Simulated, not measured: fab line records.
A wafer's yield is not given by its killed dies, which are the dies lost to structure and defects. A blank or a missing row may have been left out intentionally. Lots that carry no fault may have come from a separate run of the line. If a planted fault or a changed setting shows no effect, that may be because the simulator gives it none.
2 desks looking at one fault ; flow gf180mcu ; each desk holds nothing but its own numbers, with what lay behind them at the end

== FROM THE METROLOGY DESK ==
What the gauges read, lot by lot, whatever tool the lot ran on: means of the sampled wafers that have a number. The brackets show how far a lot's mean lies from the usual mean; more than 4 standard deviations puts the lot out of limits, marked OUT.
Columns: A = MVPSD_TW at GF_MVPSD_TW_MEAS_11, usual 550; B = VT_IMPLANT_4_TW at GF_VT_IMPLANT_TW_MEAS_43, usual 687
lot;first seen here;A;B
L939;day 5 00:53;542;680
L941;day 5 10:04;544;679
L944;day 6 06:53;543;696
L946;day 6 18:14;546;682
L947;day 7 00:28;545;683
L948;day 7 04:53;547;703
L951;day 8 00:22;554;641 (-7.4) OUT
L953;day 8 10:32;546;639 (-7.7) OUT
L954;day 8 17:08;554;686
L959;day 10 00:17;548;686
L960;day 10 04:38;552;695
L961;day 10 12:14;547;695
This desk's result: L951, L953 out of limits, first on L951 (VT_IMPLANT_4_TW at GF_VT_IMPLANT_TW_MEAS_43), day 10 22:22. L939, L941, L944, L946, L947, L948, L954, L959, L960, L961: within limits.

== DESK OF THE TOOL OWNER: implanter-04 ==
The tool's own readings at GF_VT_IMPLANT_IMPLANT_41: means of the sampled wafers that have a number, for each lot that ran on this tool. The brackets show how far a lot's mean lies from the usual mean; more than 4 standard deviations puts the lot out of limits, marked OUT.
Columns: A = dose ions cm2 at GF_VT_IMPLANT_IMPLANT_41, usual 1.0128e+12; B = faraday current uA at GF_VT_IMPLANT_IMPLANT_41, usual 5.72
lot;first seen here;A;B
L939;day 7 13:09;1.0121e+12;5.88
L941;day 7 22:50;1.0132e+12;5.72
L944;day 8 22:06;1.0133e+12;5.68
L946;day 9 10:56;1.0122e+12;5.80
L948;day 9 23:33;1.0127e+12;5.63
L951;day 10 22:07;7.8000e+11 (-99 or more) OUT;4.41 (-12) OUT
L953;day 11 08:35;7.8003e+11 (-99 or more) OUT;4.47 (-11) OUT
This desk's finding: out of limits on L951, L953; first on L951, day 10 22:07 (dose ions cm2 at GF_VT_IMPLANT_IMPLANT_41). L939, L941, L944, L946, L948: within limits.

== TAKEN TOGETHER ==
The tool owner's desk could have raised an alarm at day 10 22:07, on L951, L953.
Metrology desk: alarm possible at day 10 22:22 on L951, L953.
The lots listed all ran GF_VT_IMPLANT_IMPLANT_41 on implanter-04.

== WHAT HAD BEEN PUT IN BY THE SIMULATOR ==
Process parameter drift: implanter-04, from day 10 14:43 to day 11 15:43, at GF_VT_IMPLANT_IMPLANT_41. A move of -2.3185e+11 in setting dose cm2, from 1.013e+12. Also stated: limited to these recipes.
Struck lots among those shown: L951, L953.
Hours from the fault's start to each desk's first reading out of limits: the tool owner's desk, 7; the metrology desk, 8.
